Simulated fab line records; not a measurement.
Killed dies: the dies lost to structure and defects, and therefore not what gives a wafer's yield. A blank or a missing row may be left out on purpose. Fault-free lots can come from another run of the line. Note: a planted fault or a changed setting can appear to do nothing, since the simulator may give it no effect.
Chamber matching | flow gf180mcu | 3 sister chambers for GF_V5_CVD_02 on pecvd-04
The step deposits SiO2 from TEOS, target thk 1450 nm, time 163.28 s. 3 wafers are shown with their chamber, then 11 later ones without.

## WAFERS PAIRED WITH THEIR CHAMBERS
wafer  | chamber | heater-power-w (W)
L088.3 | 0       | 647
L088.5 | 2       | 509
L090.2 | 1       | 576

## WAFERS WHOSE CHAMBER IS MISSING
wafer  | heater-power-w (W)
L090.4 | 606
L090.6 | 625
L091.1 | 640
L091.2 | 564
L091.3 | 651
L094.2 | 634
L094.4 | 651
L094.5 | 500
L096.1 | 650
L096.2 | 662
L096.4 | 512

## WHICH CHAMBER EACH WENT THROUGH
wafer  | from the rows above     | in truth
L090.4 | can't be placed: 1 or 0 | 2
L090.6 | can't be placed: 0 or 1 | 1
L091.1 | 0                       | 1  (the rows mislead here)
L091.2 | 1                       | 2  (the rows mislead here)
L091.3 | 0                       | 0
L094.2 | 0                       | 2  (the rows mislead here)
L094.4 | 0                       | 0
L094.5 | 2                       | 2
L096.1 | 0                       | 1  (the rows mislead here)
L096.2 | 0                       | 0
L096.4 | 2                       | 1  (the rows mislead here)
Placed correctly: 4 of 11. From these rows, 2 cannot be placed; in 1 the true chamber is one of the candidates. Placed wrongly: 5.
How it was worked out, from the rows above alone: a wafer's distance from a chamber is the root of the sum, over the readings, of the square of ((its reading less the chamber's mean) divided by the reading's scatter). The wafer belongs to the nearest chamber; if the next one is less than 2 further off, it can't be placed. For every chamber, the mean is computed from those of its wafers that are shown. The scatter (one wafer shown for each chamber): square how far every hidden wafer sits from the nearest shown wafer, average those squares and take the square root.
